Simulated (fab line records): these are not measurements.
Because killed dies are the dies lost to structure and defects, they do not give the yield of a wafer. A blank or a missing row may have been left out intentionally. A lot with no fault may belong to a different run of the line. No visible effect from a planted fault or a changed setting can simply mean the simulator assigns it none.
Chamber matching :: flow gf180mcu :: GF_V3_CMP_26 on cmp-02 has 4 sister chambers
The step polishes, stops on SiO2, t overpolish 15 s, target thk 0 nm. 4 wafers are shown with their chamber, then 7 later ones without.

== EACH WAFER AND ITS CHAMBER ==
wafer: L970.6
chamber: 0
time-to-endpoint-s (s): 81

wafer: L971.5
chamber: 2
time-to-endpoint-s (s): 82

wafer: L973.2
chamber: 3
time-to-endpoint-s (s): 89

wafer: L973.4
chamber: 1
time-to-endpoint-s (s): 77

== WAFERS WITH NO CHAMBER GIVEN ==
wafer: L973.6
time-to-endpoint-s (s): 79

wafer: L972.2
time-to-endpoint-s (s): 83

wafer: L972.4
time-to-endpoint-s (s): 85

wafer: L972.5
time-to-endpoint-s (s): 79

wafer: L974.2
time-to-endpoint-s (s): 82

wafer: L974.3
time-to-endpoint-s (s): 92

wafer: L974.6
time-to-endpoint-s (s): 79

== THE CHAMBER EACH PASSED THROUGH ==
wafer: L973.6
from the rows above: can't be placed: 0 or 1 or 2
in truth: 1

wafer: L972.2
from the rows above: can't be placed: 2 or 0
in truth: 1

wafer: L972.4
from the rows above: can't be placed: 2 or 0 or 3
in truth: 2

wafer: L972.5
from the rows above: can't be placed: 0 or 1 or 2
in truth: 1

wafer: L974.2
from the rows above: can't be placed: 2 or 0
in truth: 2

wafer: L974.3
from the rows above: 3
in truth: 3

wafer: L974.6
from the rows above: can't be placed: 0 or 1 or 2
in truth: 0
Correctly placed: 1 of 7. From these rows, 6 cannot be placed; in 5 the true chamber is one of the candidates. Number placed wrongly: 0.
How it was worked out, from the rows above alone: a wafer's distance from a chamber is the root of the sum, over the readings, of the square of ((its reading less the chamber's mean) divided by the reading's scatter). If the next closest chamber is less than 2 further off than the closest, the wafer can't be placed; otherwise it belongs to the closest. For every chamber, the mean is computed from those of its wafers that are shown. The scatter: with one shown wafer a chamber, the root of the mean of the squares of how far each hidden wafer lies from its nearest shown one.
